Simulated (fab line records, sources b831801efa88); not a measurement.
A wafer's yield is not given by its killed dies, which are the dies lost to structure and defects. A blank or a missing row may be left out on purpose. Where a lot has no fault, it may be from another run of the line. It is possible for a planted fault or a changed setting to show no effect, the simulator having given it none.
Chamber matching	flow gf180mcu	pecvd-03 running GF_V3_CVD_02: 3 sister chambers
The step deposits SiO2 from TEOS, target thk 850 nm, time 94.851 s. 3 wafers are shown with their chamber, then 7 later ones without.

== WAFERS PAIRED WITH THEIR CHAMBERS ==
wafer	chamber	heater power w (W)
L346.1	2	576
L348.1	0	638
L348.4	1	566

== WAFERS WITHOUT THEIR CHAMBER ==
wafer	heater power w (W)
L348.5	666
L350.1	614
L350.5	550
L350.6	496
L353.3	698
L353.4	565
L353.5	634

== THE CHAMBER EACH PASSED THROUGH ==
wafer	from the rows above	in truth
L348.5	can't be placed: 0 or 2 or 1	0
L350.1	can't be placed: 0 or 2 or 1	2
L350.5	can't be placed: 1 or 2 or 0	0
L350.6	can't be placed: 1 or 2 or 0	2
L353.3	can't be placed: 0 or 2 or 1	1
L353.4	can't be placed: 1 or 2 or 0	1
L353.5	can't be placed: 0 or 2 or 1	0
0 of 7 placed correctly. Cannot be placed on the basis of these rows: 7; the candidates contain the true chamber in 7. Placed wrongly: 0.
How it was worked out, from the rows above alone: a wafer's distance from a chamber is the root of the sum, over the readings, of the square of ((its reading less the chamber's mean) divided by the reading's scatter). If the next closest chamber is less than 2 further off than the closest, the wafer can't be placed; otherwise it belongs to the closest. The mean given for a chamber averages the wafers shown for that chamber. The scatter: with one shown wafer a chamber, the root of the mean of the squares of how far each hidden wafer lies from its nearest shown one.
